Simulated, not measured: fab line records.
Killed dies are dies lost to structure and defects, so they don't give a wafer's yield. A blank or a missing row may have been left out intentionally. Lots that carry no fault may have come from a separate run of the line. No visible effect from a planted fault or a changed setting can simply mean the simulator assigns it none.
Comparing a struck lot with a sound one | flow sky130 | 25 out of 708 route steps
Sound: these wafers, L564.1, L564.2, L564.4. The struck wafers were L576.2, L576.4, L576.5. Last of all comes the cause.
At each step with rows: each side's tool, then ch and its chambers, then its first start. Under that, the readings that differ: sound wafers | struck wafers | difference of the means | sigmas: that difference in standard deviations of wafers without a fault.
alike: a reading whose means differ by less than 2 such deviations, as well as words and numbers matching on both sides. not compared: withheld readings; readings where some wafer has no value; bounds like >300 that might hide an equal value; numbers whose values overlap and for which the record gives no deviation.
A row with sigmas, a row that says differs or no value, or rows on one side alone: a step with any of these is where the two part. Numbers that don't overlap but have no deviation are shown without sigmas and don't part them. Lack of a reading on every wafer of one side parts them only where that side has two or more wafers.

first, 6 steps without rows for these wafers: SKY_LDD_HVP_HMDS_01 (prime time 60 s); SKY_LDD_HVP_COAT_02 (resist thk 300 nm); SKY_LDD_HVP_SOFTBAKE_03 (time 60 s); SKY_LDD_HVP_EXPOSE_04 (exposes mask HVPTM, target cd 700 nm); SKY_LDD_HVP_PEB_05; SKY_LDD_HVP_DEVELOP_06 (develop time 60 s).
SKY_LDD_HVP_OVL_MEAS_07:
  sound on overlay-02, day 23 07:21; struck on overlay-02, day 27 13:20
  alike: LDD_HVP_OVL
after that, 1 step had no rows for these wafers: SKY_LDD_HVP_IMPLANT_08.
SKY_LDD_HVP_STRIP_09: strips in O2/N2.
  sound on plasma_asher-03 ch 0,1, day 23 07:32; struck on plasma_asher-03 ch 1, day 27 13:31
  alike: drypump_motor_current_A, oes_product_au, strip_time_to_endpoint_s
  not compared: rf_hours_counter_h
SKY_LDD_HVP_TW_MEAS_10:
  sound on film_metro-01, day 23 07:38; struck on film_metro-01, day 27 13:37
  alike: LDD_HVP_TW
then, 2 steps without rows for these wafers: SKY_LDD_LDN_DEHYDRATE_00 (time 60 s); SKY_LDD_LDN_HMDS_01 (prime time 60 s).
SKY_LDD_LDN_COAT_02: resist thk 1140 nm.
  sound on litho_track-01 ch 0, day 23 22:03; struck on litho_track-01 ch 0, day 28 03:22
  reading                                      | sound          | struck          | difference | sigmas
  model.NOVOLAK_of_LDD_LDN_COAT_02.thk_nm (nm) | 1141 1142 1142 | 661 661.5 660.8 | -481       |
then, 3 steps without rows for these wafers: SKY_LDD_LDN_SOFTBAKE_03 (time 60 s); SKY_LDD_LDN_EXPOSE_04 (exposes mask LDNTM, target cd 700 nm); SKY_LDD_LDN_PEB_05.
SKY_LDD_LDN_DEVELOP_06: develop time 60 s.
  sound on litho_track-01 ch 0, day 24 13:27; struck on litho_track-04 ch 0, day 28 17:01
  reading                                      | sound          | struck            | difference | sigmas
  model.NOVOLAK_of_LDD_LDN_COAT_02.thk_nm (nm) | 1141 1142 1142 | 660.5 661.1 660.4 | -481.0     |
SKY_LDD_LDN_OVL_MEAS_07:
  sound on overlay-02, day 24 13:36; struck on overlay-02, day 28 17:09
  alike: LDD_LDN_OVL
then, 4 steps without rows for these wafers: SKY_LDD_LDN_IMPLANT_08; SKY_LDD_LDN_IMPLANT_09; SKY_LDD_LDN_IMPLANT_10; SKY_LDD_LDN_IMPLANT_11.
SKY_LDD_LDN_STRIP_12: strips in O2/N2.
  sound on plasma_asher-03 ch 0,1, day 24 14:14; struck on plasma_asher-01 ch 1, day 28 17:47
  reading                      | sound             | struck            | difference | sigmas
  oes_product_au (a.u.)        | 0.719 0.715 0.720 | 0.586 0.586 0.590 | -0.131     | -30
  strip_time_to_endpoint_s (s) | 14.19 14.19 14.21 | 8.62 8.66 8.64    | -5.56      | -99 or more
  alike: drypump_motor_current_A
  not compared: rf_hours_counter_h
SKY_LDD_LDN_TW_MEAS_13:
  sound on film_metro-03, day 24 14:20; struck on film_metro-01, day 28 17:53
  alike: LDD_LDN_TW
-- a jump in the record: the struck wafers' starts before and after are 21 days apart (it breaks off in module LDD_LDN and resumes in module PAD_OPEN, where the first step shown is number 708 of the route) --
SKY_PAD_OPEN_PROBE_99:
  sound on prober-02, day 47 00:16; struck on prober-02, day 49 20:07
  alike: killed_at_M0_to_M3, killed_at_M4_up, killed_at_contacts, killed_at_front_end, killed_at_other, killed_dies, killed_open, killed_short

## WHERE THEY PART
Only at SKY_LDD_LDN_STRIP_12, as far as this record shows. Later steps at which nothing parts them and some readings are alike: SKY_LDD_LDN_TW_MEAS_13, SKY_PAD_OPEN_PROBE_99.

WHY: what had been put in by the simulator
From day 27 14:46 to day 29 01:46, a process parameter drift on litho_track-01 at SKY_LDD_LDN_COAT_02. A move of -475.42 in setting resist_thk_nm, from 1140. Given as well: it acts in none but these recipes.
